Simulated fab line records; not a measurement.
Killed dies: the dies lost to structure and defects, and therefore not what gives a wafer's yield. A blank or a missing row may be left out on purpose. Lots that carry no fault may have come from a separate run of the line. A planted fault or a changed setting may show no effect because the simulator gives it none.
Chamber matching :: flow sky130 :: 3 sister chambers for SKY_PASSIVATION_CVD_00 on pecvd-01
The step deposits SiO2, target thk 90 nm. 3 wafers are shown with their chamber, then 7 later ones without.

== EACH WAFER AND ITS CHAMBER ==
wafer: L895.3
chamber: 0
heater-power-w (W): 595

wafer: L897.2
chamber: 2
heater-power-w (W): 598

wafer: L897.3
chamber: 1
heater-power-w (W): 755

== WAFERS WHOSE CHAMBER IS MISSING ==
wafer: L897.4
heater-power-w (W): 612

wafer: L898.1
heater-power-w (W): 687

wafer: L898.5
heater-power-w (W): 585

wafer: L898.6
heater-power-w (W): 625

wafer: L911.4
heater-power-w (W): 641

wafer: L911.5
heater-power-w (W): 754

wafer: L911.6
heater-power-w (W): 707

== WHICH CHAMBER EACH WENT THROUGH ==
wafer: L897.4
from the rows above: can't be placed: 2 or 0
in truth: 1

wafer: L898.1
from the rows above: can't be placed: 1 or 2 or 0
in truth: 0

wafer: L898.5
from the rows above: can't be placed: 0 or 2
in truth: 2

wafer: L898.6
from the rows above: can't be placed: 2 or 0
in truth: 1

wafer: L911.4
from the rows above: can't be placed: 2 or 0 or 1
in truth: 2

wafer: L911.5
from the rows above: 1
in truth: 1

wafer: L911.6
from the rows above: can't be placed: 1 or 2 or 0
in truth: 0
Correct placement for 1 of the 7. From these rows, 6 cannot be placed; in 4 the true chamber is one of the candidates. Placed wrongly: 0.
How it was worked out, from the rows above alone: a wafer's distance from a chamber is the root of the sum, over the readings, of the square of ((its reading less the chamber's mean) divided by the reading's scatter). The wafer belongs to the nearest chamber; if the next one is less than 2 further off, it can't be placed. The mean given for a chamber averages the wafers shown for that chamber. The scatter: with one shown wafer a chamber, the root of the mean of the squares of how far each hidden wafer lies from its nearest shown one.
